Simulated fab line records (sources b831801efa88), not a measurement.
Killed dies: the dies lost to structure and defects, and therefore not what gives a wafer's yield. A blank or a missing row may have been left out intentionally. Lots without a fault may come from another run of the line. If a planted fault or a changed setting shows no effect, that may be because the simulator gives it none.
fab line records	flow sky130
record lots=6	wafers=18	lastDay=50
route steps=708 shown METAL2@506 VIA2@507 PAD_OPEN@708
lots with no fault: from the same line, run without faults
startH: start of the lot's first displayed wafer, in hours after the record's first day	waitH: hours from the lot's prior step to this one	" identical to the entry in the row above	L1.1+2: a row that stands for several wafers	- either no value or no given start	* or withheld: withheld	< > ~ a bound
route shown NAME@n: NAME is a module with steps in the file, n the number in the route of the first one	usual: mean and standard deviation over wafers with no fault	same: alike in all rows	chamber/n: place in a boat	sites: readings site by site	_std_site: standard deviation across them	_edge_site: inner sites' mean taken away from outer sites' mean	radiusMm: for every site, how far away it sits from the centre of the wafer	mask NAME#n: copy n	behind: the most recent tool/chamber to have shaped the wafer	hold: why the lot was held/for how many hours/how that ended	device: which transistor (n, p or np) failed to switch	end of line: the same wafers' tests at the end of the route	for a step that has no rows: nothing shown but its recipe	killed: the dies lost at the first sort to structure and to defects; this is not the yield of the wafer	map: per-die view of a wafer (x killed, . not killed, _ where there is no die)
set.NAME: the setting the step ran with; set.NAME@STEP: the setting that earlier step ran with	model.NAME: the simulator's own value behind a step, which no gauge read
lots at selected steps of the route; one table per step, one row per wafer
services: from which hour (startH, from the record's first day; less than 0 if before it) a tool's chamber was out of use, for how many hours, and why
## steps
# step SKY_METAL2_CLEAN_23
# recipe chemistry=O3/DIW	dry=n2Spin
# step SKY_VIA2_HDPCVD_00
# recipe material=SiO2	targetThkNm=1180	sigmaOpenFrac=0.3	timeS=196.7	tempC=400	sih4FlowSccm=60	pressureMtorr=6
# step SKY_VIA2_THK_MEAS_01
# recipe reads=SiO2_of_VIA2_HDPCVD_00
# usual VIA2_HDPCVD_THK=1176/14
lot.wafer	tool	chamber	startH	waitH	VIA2_HDPCVD_THK[nm]
L372.2	filmMetro-04	-	878.40	0.1	1170
L372.5	"	-	"	"	1172
L372.6	"	-	"	"	1165
L373.2	filmMetro-01	-	892.26	0.1	1151
L373.5	"	-	"	"	1175
L373.6	"	-	"	"	1158
L381.2	filmMetro-03	-	944.23	0.1	1156
L381.4	"	-	"	"	1196
L381.5	"	-	"	"	1168
L384.1	filmMetro-01	-	963.40	0.1	1189
L384.3	"	-	"	"	1171
L384.6	"	-	"	"	1178
L385.1	filmMetro-01	-	979.84	0.1	1167
L385.3	"	-	"	"	1179
L385.4	"	-	"	"	1167
L387.1	filmMetro-01	-	981.97	0.1	1194
L387.2	"	-	"	"	1170
L387.6	"	-	"	"	1173
# step SKY_VIA2_CMP_02
# recipe material=SiO2	downForcePsi=4	platenRpm=60	padVelocityMS=0.94248
# usual motorCurrentA=12.1/0.67
lot.wafer	tool	chamber	startH	waitH	motorCurrentA
L372.2	cmp-02	3	878.55	0.1	11.1
L372.5	"	1	"	"	11.3
L372.6	"	2	"	"	11.4
L373.2	cmp-02	3	892.46	0.2	10.6
L373.6	"	0	"	"	12.4
L373.5	"	1	"	"	11.0
L381.4	cmp-01	0	945.31	1.1	13.2
L381.2	"	1	"	"	12.4
L381.5	"	2	"	"	11.5
L384.3	cmp-01	1	963.46	0.0	12.4
L384.1	"	0	"	"	12.6
L384.6	"	1	"	"	12.0
L385.3	cmp-02	2	979.90	0.0	11.4
L385.1	"	3	"	"	10.9
L385.4	"	0	"	"	12.7
L387.1	cmp-01	3	982.13	0.1	12.3
L387.2	"	0	"	"	12.8
L387.6	"	1	"	"	12.3
# step SKY_VIA2_BOW_MEAS_03
# recipe mode=bow
# usual VIA2_BOW=85/7.6
lot.wafer	tool	chamber	startH	waitH	VIA2_BOW[um]
L372.2	filmMetro-03	-	878.77	0.2	75
L372.5	"	-	"	"	85
L372.6	"	-	"	"	79
L373.2	filmMetro-03	-	892.63	0.1	93
L373.5	"	-	"	"	86
L373.6	"	-	"	"	89
L381.2	filmMetro-03	-	945.53	0.1	87
L381.4	"	-	"	"	74
L381.5	"	-	"	"	78
L384.1	filmMetro-01	-	963.76	0.1	84
L384.3	"	-	"	"	85
L384.6	"	-	"	"	70
L385.1	filmMetro-01	-	980.20	0.2	86
L385.3	"	-	"	"	83
L385.4	"	-	"	"	84
L387.1	filmMetro-04	-	982.33	0.1	80
L387.2	"	-	"	"	92
L387.6	"	-	"	"	88
# step SKY_VIA2_DEHYDRATE_04
# recipe tempC=200	timeS=60
# step SKY_VIA2_HMDS_05
# recipe primeTimeS=60	primeTempC=120
# step SKY_VIA2_COAT_06
# recipe resist=BARC	tempC=withheld	timeS=withheld	spinRpm=3000	resistThkNm=60
# step SKY_VIA2_COAT_07
# recipe resist=KrF-thick	spinRpm=3000	resistThkNm=450
# step SKY_VIA2_SOFTBAKE_08
# recipe tempC=100	timeS=90	resist=KrF-thick
# step SKY_VIA2_EXPOSE_09
# recipe maskId=VIM2	na=0.8	sourceShape=annular	sigmaInner=0.55	sigmaOuter=0.85	targetCdNm=200	doseMj=38
# step SKY_VIA2_PEB_10
# recipe pebTempC=withheld	pebTimeS=withheld	resist=KrF-thick
# step SKY_VIA2_DEVELOP_11
# recipe developTimeS=60	resist=KrF-thick	devTempC=21
# usual developerTempC=20.97/0.1
lot.wafer	tool	chamber	startH	waitH	developerTempC
L372.2	lithoTrack-03	0	904	-	20.82
L372.5	"	0	"	"	20.96
L372.6	"	0	"	"	20.81
L373.2	lithoTrack-04	0	917	-	20.98
L373.5	"	0	"	"	20.97
L373.6	"	0	"	"	21.01
L381.2	lithoTrack-04	0	969	-	22.88
L381.4	"	0	970	-	23.18
L381.5	"	0	"	"	23.07
L384.1	lithoTrack-04	0	987	-	22.94
L384.3	"	0	"	"	23.08
L384.6	"	0	"	"	23.16
L385.1	lithoTrack-03	0	1003	-	20.93
L385.3	"	0	"	"	21.09
L385.4	"	0	"	"	20.91
L387.1	lithoTrack-02	0	1005	-	21.01
L387.2	"	0	"	"	20.88
L387.6	"	0	"	"	21.03
# step SKY_VIA2_CD_MEAS_12
# recipe targetCdNm=200
# usual cdNm=199.9/1.5
lot.wafer	tool	chamber	startH	waitH	cdNm
L372.2	cdSem-01	-	904.65	-	201.2
L372.5	"	-	"	"	200.3
L372.6	"	-	"	"	199.7
L373.2	cdSem-01	-	917.75	-	201.1
L373.5	"	-	"	"	202.3
L373.6	"	-	"	"	202.5
L381.2	cdSem-01	-	970.10	-	202.1
L381.4	"	-	"	"	201.1
L381.5	"	-	"	"	201.4
L384.1	cdSem-02	-	987.88	-	200.0
L384.3	"	-	"	"	199.3
L384.6	"	-	"	"	199.2
L385.1	cdSem-02	-	1003.98	-	198.7
L385.3	"	-	"	"	199.1
L385.4	"	-	"	"	199.0
L387.1	cdSem-02	-	1005.82	-	199.0
L387.2	"	-	"	"	198.8
L387.6	"	-	"	"	197.7
# step SKY_PAD_OPEN_PROBE_99
# usual defectLimitedYield=82.2/2	killed_at_M0_to_M3=45/7.2	killed_at_M4_up=3.0/1.8	killedAtContacts=25/6.1	killedAtFrontEnd=14/4.4	killedAtOther=0.2/0.44	killedDies=88/10	killedOpen=48/7.4	killedShort=40/6.3	sort_bin_3_pad_short=0.9/0.41	sort_bin_5_function=10.6/1.5	sort_bin_6_memory=6.4/1.2	sortNPass=404/10	sortYieldPct=82.2/2
# same grossDies=492	killedAtBackSide=0	sort_bin_4_leakage[%]=0	sort_bin_8_speed[%]=0
lot.wafer	tool	chamber	startH	waitH	defectLimitedYield[%]	killed_at_M0_to_M3	killed_at_M4_up	killedAtContacts	killedAtFrontEnd	killedAtOther	killedDies	killedOpen	killedShort	sort_bin_3_pad_short[%]	sort_bin_5_function[%]	sort_bin_6_memory[%]	sortNPass	sortYieldPct[%]
L372.2	prober-01	-	1122.69	0.1	85.8	31	4	20	15	0	70	36	34	0.8	9.6	3.9	422	85.8
L372.5	prober-01	-	1122.84	0.2	81.1	57	0	21	15	0	93	46	47	1.0	12.4	5.5	399	81.1
L372.6	prober-01	-	1122.89	0.2	79.1	51	7	20	24	1	103	58	45	1.4	13.0	6.5	389	79.1
L373.2	prober-02	-	1133.30	0.1	83.1	42	2	21	18	0	83	49	34	0.6	11.0	5.3	409	83.1
L373.5	prober-02	-	1133.45	0.2	83.1	37	2	32	11	1	83	40	43	1.6	9.8	5.5	409	83.1
L373.6	prober-02	-	1133.50	0.2	80.7	58	2	24	11	0	95	51	44	0.4	13.4	5.5	397	80.7
L384.1	prober-02	-	1186.18	0.1	83.5	42	2	23	14	0	81	50	31	1.0	9.8	5.7	411	83.5
L384.3	prober-02	-	1186.28	0.2	83.3	46	4	17	14	1	82	48	34	0	11.6	5.1	410	83.3
L384.6	prober-02	-	1186.43	0.2	85.4	33	6	22	11	0	72	46	26	0.6	9.3	4.7	420	85.4
# killed by level:class
L372.2 VIA1:geometricParticle:open=9 FIELD_ISO:geometricParticle:short=6 CONTACT:geometricParticle:short=6 CONTACT:geometricParticle:open=6 POLY_GATE:geometricParticle:short=4 LI_CONTACT:geometricParticle:open=4 METAL2:geometricParticle:short=4 VIA2:geometricParticle:open=3
L372.5 VIA3:geometricParticle:open=12 LI_CONTACT:geometricParticle:open=9 VIA1:geometricParticle:open=9 METAL2:geometricParticle:short=8 VIA2:geometricParticle:open=7 METAL1:geometricParticle:short=7 VIA1:geometricParticle:short=6 CONTACT:geometricParticle:short=5
L372.6 VIA1:geometricParticle:open=17 VIA3:geometricParticle:open=10 METAL1:geometricParticle:short=6 POLY_GATE:geometricParticle:short=6 FIELD_ISO:geometricParticle:short=5 LI_CONTACT:geometricParticle:open=5 VIA1:geometricParticle:short=4 LOCAL_INTERCONNECT:geometricParticle:short=4
L373.2 VIA3:geometricParticle:open=11 CONTACT:geometricParticle:open=8 VIA1:geometricParticle:open=8 POLY_GATE:geometricParticle:open=6 CONTACT:geometricParticle:short=6 METAL1:geometricParticle:short=6 FIELD_ISO:geometricParticle:short=5 VIA2:geometricParticle:open=5
L373.5 CONTACT:geometricParticle:open=11 METAL1:geometricParticle:short=9 CONTACT:geometricParticle:short=8 LI_CONTACT:geometricParticle:open=5 VIA1:geometricParticle:open=5 VIA2:geometricParticle:open=5 VIA3:geometricParticle:open=5 LI_CONTACT:geometricParticle:short=4
L373.6 VIA2:geometricParticle:open=11 VIA1:geometricParticle:open=9 VIA3:geometricParticle:open=9 CONTACT:geometricParticle:short=7 VIA1:geometricParticle:short=7 LI_CONTACT:geometricParticle:open=6 METAL3:geometricParticle:short=6 CONTACT:geometricParticle:open=5
L384.1 VIA3:geometricParticle:open=11 LI_CONTACT:geometricParticle:open=10 VIA1:geometricParticle:open=10 POLY_GATE:geometricParticle:short=6 CONTACT:geometricParticle:open=6 VIA2:geometricParticle:open=6 METAL2:geometricParticle:short=5 METAL1:geometricParticle:short=4
L384.3 VIA1:geometricParticle:open=10 VIA3:geometricParticle:open=10 VIA2:geometricParticle:open=8 FIELD_ISO:geometricParticle:short=6 CONTACT:geometricParticle:open=6 LI_CONTACT:geometricParticle:open=5 VIA1:geometricParticle:short=5 METAL1:geometricParticle:short=4
L384.6 CONTACT:geometricParticle:open=11 VIA3:geometricParticle:open=8 VIA1:geometricParticle:open=7 VIA2:geometricParticle:open=5 METAL1:geometricParticle:short=4 LI_CONTACT:geometricParticle:open=4 METAL4:geometricParticle:short=4 FIELD_ISO:geometricParticle:open=3
## services
tool	chamber	startH	hours	kind
cmp-02	-	858.47	3.0	repair
cmp-01	-	864.11	2.9	repair
cmp-02	-	892.93	1.1	repair
cmp-01	-	904.66	3.7	repair
cmp-02	-	908.36	23.6	pm
cmp-02	-	931.98	4.0	pm
cmp-02	-	933.40	19.3	repair
cmp-02	-	935.98	-	consumableReplace:conditioner
cmp-02	-	935.98	-	consumableReplace:pad
cmp-01	-	940.20	3.5	repair
cmp-02	-	943.21	4.9	repair
cmp-01	-	949.87	6.5	repair
cmp-02	-	971.95	1.8	repair
cmp-01	-	994.94	0.4	repair
## key
firstSign step=SKY_VIA2_DEVELOP_11	reading=developerTempC	direction=up	sigmas=20	usual=*	struck=*
effect none on later readings
metAt SKY_VIA2_DEVELOP_11
struckWafers L381.2,L381.4,L381.5,L384.1,L384.3,L384.6
loopTrim step=SKY_VIA2_EXPOSE_09	setting=dose	lots=L384
onsetBetween 917 969
fault kind=processParameterDrift	tool=lithoTrack-04	chamber=-	onsetH=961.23	steps=SKY_VIA2_DEVELOP_11	channel=devTempC	offset=*	shape=step	endH=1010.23	actsIn=*	stated=*
# loopTrim: a control loop set the setting to another value than it would have without faults
